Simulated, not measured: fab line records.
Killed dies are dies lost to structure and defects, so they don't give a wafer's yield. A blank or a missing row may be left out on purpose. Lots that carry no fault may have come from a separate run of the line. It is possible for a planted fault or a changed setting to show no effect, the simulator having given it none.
A sampling plan put to the test / flow sky130 / one fab line, 14 faults that these records tell of, each judged on the records of the lots that it struck; 4 more are left out, because the records don't allow judging them
Plan = the line's own looks (route steps where a gauge or an inspection reads the wafer without altering it). Where struck wafers have a number at a look and the file lists that look's usual mean and standard deviation on fault-free wafers, the look can be judged. Caught: 4 or more of those standard deviations (sigma) separate the usual mean from the mean of the struck wafers at a look after the fault's first step. On the tool: the identical test, applied to the tool's own readings at the steps of the fault. A different recipe on the struck wafers counts as caught too, as does a record blank only for those wafers.

== THE FAULTS, as the simulator had put them in ==
1. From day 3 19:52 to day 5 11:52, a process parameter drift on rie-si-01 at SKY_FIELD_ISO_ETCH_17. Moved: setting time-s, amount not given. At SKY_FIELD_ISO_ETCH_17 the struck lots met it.
2. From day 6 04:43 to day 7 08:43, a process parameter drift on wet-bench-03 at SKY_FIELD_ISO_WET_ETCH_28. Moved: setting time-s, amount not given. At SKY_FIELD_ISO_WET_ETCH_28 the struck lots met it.
3. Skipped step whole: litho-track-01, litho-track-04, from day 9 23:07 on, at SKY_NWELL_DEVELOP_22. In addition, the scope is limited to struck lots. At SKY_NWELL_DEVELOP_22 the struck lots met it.
4. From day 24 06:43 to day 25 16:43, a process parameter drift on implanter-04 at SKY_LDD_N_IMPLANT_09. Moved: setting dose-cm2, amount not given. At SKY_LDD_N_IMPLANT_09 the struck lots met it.
5. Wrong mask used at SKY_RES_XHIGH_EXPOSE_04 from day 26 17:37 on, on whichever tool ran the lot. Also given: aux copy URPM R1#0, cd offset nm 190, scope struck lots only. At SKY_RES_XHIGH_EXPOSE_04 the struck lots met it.
6. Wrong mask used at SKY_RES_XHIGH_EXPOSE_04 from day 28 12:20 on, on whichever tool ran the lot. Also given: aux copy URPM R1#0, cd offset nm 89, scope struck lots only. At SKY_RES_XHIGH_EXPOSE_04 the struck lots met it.
7. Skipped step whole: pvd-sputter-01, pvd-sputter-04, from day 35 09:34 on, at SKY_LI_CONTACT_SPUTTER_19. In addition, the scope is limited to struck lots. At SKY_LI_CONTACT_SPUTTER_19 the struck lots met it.
8. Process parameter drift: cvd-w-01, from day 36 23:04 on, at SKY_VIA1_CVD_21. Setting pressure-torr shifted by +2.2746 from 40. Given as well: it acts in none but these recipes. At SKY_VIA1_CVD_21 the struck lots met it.
9. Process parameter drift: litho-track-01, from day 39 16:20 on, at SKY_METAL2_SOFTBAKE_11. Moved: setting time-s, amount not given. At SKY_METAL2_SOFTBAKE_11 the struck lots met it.
10. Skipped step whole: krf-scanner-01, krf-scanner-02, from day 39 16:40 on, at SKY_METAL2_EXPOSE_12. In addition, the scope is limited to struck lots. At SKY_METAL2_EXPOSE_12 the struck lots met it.
11. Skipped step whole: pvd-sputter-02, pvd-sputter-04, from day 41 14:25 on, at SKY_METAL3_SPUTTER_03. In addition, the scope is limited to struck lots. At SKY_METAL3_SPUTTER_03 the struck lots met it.
12. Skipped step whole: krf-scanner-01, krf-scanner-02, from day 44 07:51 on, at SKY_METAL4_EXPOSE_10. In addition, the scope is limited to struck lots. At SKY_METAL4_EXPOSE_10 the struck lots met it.
13. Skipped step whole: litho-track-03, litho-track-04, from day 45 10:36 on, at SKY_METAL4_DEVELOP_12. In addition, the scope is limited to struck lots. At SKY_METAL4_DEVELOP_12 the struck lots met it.
14. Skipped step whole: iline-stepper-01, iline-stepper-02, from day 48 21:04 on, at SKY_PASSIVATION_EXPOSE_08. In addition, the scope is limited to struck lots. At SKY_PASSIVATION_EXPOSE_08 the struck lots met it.

== WHAT THE PLAN SAW ==
fault=1; on the tool itself=run-length-s -99 or beyond sigma; first look that catches it=none of the 2 looks that can be judged after it; reading, sigma=-; median hours from its first step to that look=-; hours from the fault's start to the first struck lot there=-; judged looks passed uncaught=2
fault=2; on the tool itself=run-length-s -11 sigma; first look that catches it=none of the 2 looks that can be judged after it; reading, sigma=-; median hours from its first step to that look=-; hours from the fault's start to the first struck lot there=-; judged looks passed uncaught=2
fault=3; on the tool itself=the tool's record is blank for the struck wafers; first look that catches it=not the one look that can be judged after it; reading, sigma=-; median hours from its first step to that look=-; hours from the fault's start to the first struck lot there=-; judged looks passed uncaught=1
fault=4; on the tool itself=dose-ions-cm2 +99 or beyond sigma; first look that catches it=no look after it can be judged; reading, sigma=-; median hours from its first step to that look=-; hours from the fault's start to the first struck lot there=-; judged looks passed uncaught=0
fault=5; on the tool itself=no reading that can be judged; first look that catches it=none of the 2 looks that can be judged after it; reading, sigma=-; median hours from its first step to that look=-; hours from the fault's start to the first struck lot there=-; judged looks passed uncaught=2
fault=6; on the tool itself=no reading that can be judged; first look that catches it=none of the 2 looks that can be judged after it; reading, sigma=-; median hours from its first step to that look=-; hours from the fault's start to the first struck lot there=-; judged looks passed uncaught=2
fault=7; on the tool itself=the tool's record is blank for the struck wafers; first look that catches it=no look after it can be judged; reading, sigma=-; median hours from its first step to that look=-; hours from the fault's start to the first struck lot there=-; judged looks passed uncaught=0
fault=8; on the tool itself=chamber-pressure-Torr +26 sigma; first look that catches it=no look after it can be judged; reading, sigma=-; median hours from its first step to that look=-; hours from the fault's start to the first struck lot there=-; judged looks passed uncaught=0
fault=9; on the tool itself=run-length-s +99 or beyond sigma; first look that catches it=no look after it can be judged; reading, sigma=-; median hours from its first step to that look=-; hours from the fault's start to the first struck lot there=-; judged looks passed uncaught=0
fault=10; on the tool itself=no reading that can be judged; first look that catches it=no look after it can be judged; reading, sigma=-; median hours from its first step to that look=-; hours from the fault's start to the first struck lot there=-; judged looks passed uncaught=0
fault=11; on the tool itself=the tool's record is blank for the struck wafers; first look that catches it=not the one look that can be judged after it; reading, sigma=-; median hours from its first step to that look=-; hours from the fault's start to the first struck lot there=-; judged looks passed uncaught=1
fault=12; on the tool itself=no reading that can be judged; first look that catches it=no look after it can be judged; reading, sigma=-; median hours from its first step to that look=-; hours from the fault's start to the first struck lot there=-; judged looks passed uncaught=0
fault=13; on the tool itself=the tool's record is blank for the struck wafers; first look that catches it=no look after it can be judged; reading, sigma=-; median hours from its first step to that look=-; hours from the fault's start to the first struck lot there=-; judged looks passed uncaught=0
fault=14; on the tool itself=no reading that can be judged; first look that catches it=no look after it can be judged; reading, sigma=-; median hours from its first step to that look=-; hours from the fault's start to the first struck lot there=-; judged looks passed uncaught=0
A dash: the fault is not caught, or the number is missing from these records.

Caught at a look: 0 of 14. Caught on the tool: 9 of 14. By one or the other: 9 of 14.
On the tool alone, faults 1, 2, 3, 4, 7, 8, 9, 11, 13 were caught.
Caught by neither: faults 5, 6, 10, 12, 14.
